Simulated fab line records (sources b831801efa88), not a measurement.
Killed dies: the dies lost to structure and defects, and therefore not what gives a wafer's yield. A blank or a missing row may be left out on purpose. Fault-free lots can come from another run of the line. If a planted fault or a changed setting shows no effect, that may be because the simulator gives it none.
Which tool did it? ; flow sky130 ; Sampling: 11 lots, 33 wafers, 2 of 708 route steps

== WHAT EACH GAUGE READ, for each wafer ==
SKY_NWELL_OVL_MEAS_10.
lot;measured;on;NWELL_00_OVL (nm)
L937;day 4 09:46;overlay-01;1.7 -0.1 0.9
L940;day 5 08:07;overlay-02;-0.1 -1.8 -0.3
L945;day 6 07:41;overlay-01;0.6 -0.2 -0.4
L947;day 6 22:38;overlay-02;- - -
L954;day 9 06:52;overlay-02;0.4 0.2 1.0
L955;day 9 07:13;overlay-02;0.9 2.5 0.6
L956;day 9 13:58;overlay-01;0.1 1.9 0.3
L957;day 9 20:40;overlay-01;-3.0 -1.3 -1.1
L958;day 9 19:59;overlay-01;1.5 3.0 0.4
L959;day 10 05:29;overlay-01;-0.1 -0.4 1.2
L960;day 10 04:58;overlay-01;1.2 0.5 1.3

== WHAT TOOL EACH LOT RAN ON (gives the tool, then ch and the chambers of the sampled wafers, and finally the start) ==
lot;SKY_NWELL_EXPOSE_07
L937;iline stepper-01 ch 0, day 4 01:52
L940;iline stepper-02 ch 0, day 4 23:23
L945;iline stepper-01 ch 0, day 5 22:58
L947;iline stepper-01 ch 0, day 6 13:49
L954;iline stepper-01 ch 0, day 8 21:03
L955;iline stepper-02 ch 0, day 8 21:21
L956;iline stepper-02 ch 0, day 9 03:28
L957;iline stepper-02 ch 0, day 9 09:23
L958;iline stepper-02 ch 0, day 9 08:53
L959;iline stepper-01 ch 0, day 9 18:41
L960;iline stepper-02 ch 0, day 9 17:58
- SKY_NWELL_EXPOSE_07: exposes mask NWM, target cd 840 nm.

== THE ANSWER, worked out from the rows above alone ==
Rule: the lots themselves supply what counts as usual. Put in order of their means at a reading, lots are off if they are a third of the lots or fewer, leave a main group of 4 or more, and stand apart from it by a gap of 3 or more times the standard deviation of the main group's means; of several such gaps the widest counts. Not used: any main group whose means are identical at the precision the tables above print for the reading. A lot without any number at a reading at which 4 lots or more have one is off too. Where the step has rows for the other lots, those lots are counted as sound.
Off: L947, seen at SKY_NWELL_OVL_MEAS_10 (NWELL_00_OVL). Without a number there: L947. The main group has a mean of 0.4 nm with a standard deviation of 0.97.
If a tool, at a process step before that reading, ran all the lots that are off and no sound lot after the first of them, it fits. Those tools and the gauges at SKY_NWELL_OVL_MEAS_10 are tried in the same way. None of those tried fits.

== WHAT THE SIMULATOR PUT IN ==
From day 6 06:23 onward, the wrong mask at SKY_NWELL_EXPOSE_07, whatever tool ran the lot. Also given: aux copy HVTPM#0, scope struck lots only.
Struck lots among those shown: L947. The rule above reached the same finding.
